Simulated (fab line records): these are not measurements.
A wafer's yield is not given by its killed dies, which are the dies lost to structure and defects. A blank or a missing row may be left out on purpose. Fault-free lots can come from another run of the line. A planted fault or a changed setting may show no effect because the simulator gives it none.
Comparing a struck lot with a sound one | flow gf180mcu | 14 steps out of a route of 602
Sound: wafers L330.1, L330.5, L330.6. Struck: wafers L344.3, L344.5, L344.6. The cause comes at the end.
For every step that has rows: the tool of each side, followed by ch and its chambers, followed by its first start. Under that, the readings that differ: sound wafers | struck wafers | difference of the means | sigmas: that difference in standard deviations of wafers without a fault.
alike: words and numbers the same on both sides, and readings whose means are apart by under 2 such deviations; not compared: readings that were withheld, readings missing a value for some wafer, numbers with overlapping values and no deviation given by the record, and bounds like >300 which may hide the same value.
A row with sigmas, a row that says differs or no value, or rows on one side alone: a step with any of these is where the two part. Numbers that don't overlap but have no deviation are shown without sigmas and don't part them. Lack of a reading on every wafer of one side parts them only where that side has two or more wafers.

first, 1 step without rows for these wafers: GF_DUAL_GATE_WET_ETCH_12 (etches SiO2 in dHF, target depth 13 nm, time 249 s).
GF_DUAL_GATE_STRIP_13: strips in O2/N2.
  sound on plasma-asher-02 ch 0,1, day 9 16:13; struck on plasma-asher-01 ch 0,1, day 14 05:23
  alike: drypump-motor-current-A, heater-power-w, oes-product-au, strip-time-to-endpoint-s
  not compared: rf-hours-counter-h
then, 3 steps without rows for these wafers: GF_DUAL_GATE_CLEAN_14 (cleans in SC1/SC2, time 150 s); GF_DUAL_GATE_OXIDATION_15 (stabilise 600 s, purge 300 s, target thk 7.098 nm); GF_POLY_GATE_CVD_00 (deposits poly-Si, target thk 200 nm, time 1200 s).
GF_POLY_GATE_THK_MEAS_01:
  sound on film-metro-01 at day 9 19:16; struck on film-metro-01 at day 14 09:13
  alike: POLY_GATE_CVD_00_THK
then, 6 steps without rows for these wafers: GF_POLY_GATE_DEHYDRATE_02 (time 60 s); GF_POLY_GATE_HMDS_03 (prime time 60 s); GF_POLY_GATE_COAT_04; GF_POLY_GATE_COAT_05 (resist thk 700 nm); GF_POLY_GATE_SOFTBAKE_06 (time 60 s); GF_POLY_GATE_EXPOSE_07 (exposes mask Poly2, target cd 280 nm).
GF_POLY_GATE_PEB_08: peb time 90 s.
  sound on litho-track-03 ch 0, day 10 12:31; struck on litho-track-03, day 15 06:17
  no value came back on the struck wafers for chill-plate-temp-C (C), exhaust-pa (Pa); on the sound wafers chill-plate-temp-C (C) reads 23.18 23.28 23.05
then, 1 step without rows for these wafers: GF_POLY_GATE_DEVELOP_09 (develop time 60 s).

## WHERE THEY PART
At GF_POLY_GATE_PEB_08 and nowhere else, as far as this record goes.

WHY: what the simulator had put in
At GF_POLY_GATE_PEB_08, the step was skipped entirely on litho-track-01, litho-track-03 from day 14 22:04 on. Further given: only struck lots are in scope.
